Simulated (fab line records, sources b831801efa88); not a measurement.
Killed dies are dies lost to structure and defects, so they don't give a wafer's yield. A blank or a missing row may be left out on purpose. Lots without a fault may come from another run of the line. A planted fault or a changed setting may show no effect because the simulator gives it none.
Chamber matching | flow sky130 | SKY_FIELD_ISO_ETCH_17 on rie_si-01: 4 sister chambers
The step etches Si in HBr/Cl2/O2, target depth 342 nm, time 97.7 s. 16 wafers are shown with their chamber, then 7 later ones without.

WAFERS WITH THEIR CHAMBER
wafer  | chamber | he_backside_leak_sccm (sccm) | chamber_pressure_mTorr (mTorr) | oes_product_au (a.u.)
L970.2 | 0       | 2.94                         | 15.000                         | 0.998
L970.3 | 3       | 3.05                         | 14.999                         | 1.005
L970.6 | 3       | 3.13                         | 14.997                         | 1.013
L971.3 | 2       | 2.67                         | 14.969                         | 1.007
L971.5 | 3       | 3.12                         | 15.001                         | 1.011
L971.6 | 0       | 2.91                         | 14.969                         | 0.999
L973.2 | 1       | 2.67                         | 15.022                         | 0.994
L973.6 | 0       | 3.04                         | 14.985                         | 0.999
L976.2 | 3       | 3.27                         | 14.998                         | 1.006
L976.3 | 2       | 2.60                         | 14.992                         | 0.996
L976.4 | 0       | 3.11                         | 15.012                         | 1.007
L979.2 | 0       | 3.00                         | 15.002                         | 1.011
L979.3 | 2       | 2.69                         | 14.986                         | 1.001
L979.4 | 3       | 3.06                         | 14.980                         | 1.009
L980.1 | 3       | 3.09                         | 14.990                         | 1.007
L980.4 | 0       | 3.11                         | 15.001                         | 0.999

SIGNATURES (means of the wafers above)
reading                | chamber 0 | chamber 1 | chamber 2 | chamber 3 | scatter within a chamber
he_backside_leak_sccm  | 3.0183    | 2.6700    | 2.6533    | 3.1200    | 0.0774
chamber_pressure_mTorr | 14.99483  | 15.02200  | 14.98233  | 14.99417  | 0.0121
oes_product_au         | 1.00217   | 0.99400   | 1.00133   | 1.00850   | 0.00463
Rule: a wafer's distance from a chamber is the root of the sum, over the readings, of the square of ((its reading less the chamber's mean) divided by the reading's scatter). The wafer belongs to the nearest chamber; if the next one is less than 2 further off, it can't be placed. The scatter: the root of (the sum of the squares of (reading less its chamber's mean) over the shown wafers, divided by (wafers less chambers)).

WAFERS WITHOUT THEIR CHAMBER
wafer  | he_backside_leak_sccm (sccm) | chamber_pressure_mTorr (mTorr) | oes_product_au (a.u.)
L980.5 | 3.13                         | 15.013                         | 1.014
L988.2 | 2.85                         | 15.000                         | 1.003
L988.4 | 3.21                         | 14.996                         | 1.012
L988.6 | 2.66                         | 15.002                         | 0.988
L992.1 | 3.19                         | 14.995                         | 1.005
L992.3 | 2.93                         | 15.012                         | 1.010
L992.4 | 2.52                         | 14.995                         | 1.001

WHICH CHAMBER EACH WENT THROUGH
wafer  | from the rows above               | in truth
L980.5 | can't be placed: 3 or 0           | 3
L988.2 | can't be placed: 0 or 2 or 1 or 3 | 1
L988.4 | can't be placed: 3 or 0           | 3
L988.6 | can't be placed: 1 or 2           | 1
L992.1 | can't be placed: 3 or 0           | 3
L992.3 | can't be placed: 0 or 3           | 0
L992.4 | can't be placed: 2 or 1           | 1
Placed correctly: 0 of 7. Can't be placed from these rows: 7 (the true chamber is among the candidates in 7). Placed wrongly: 0.
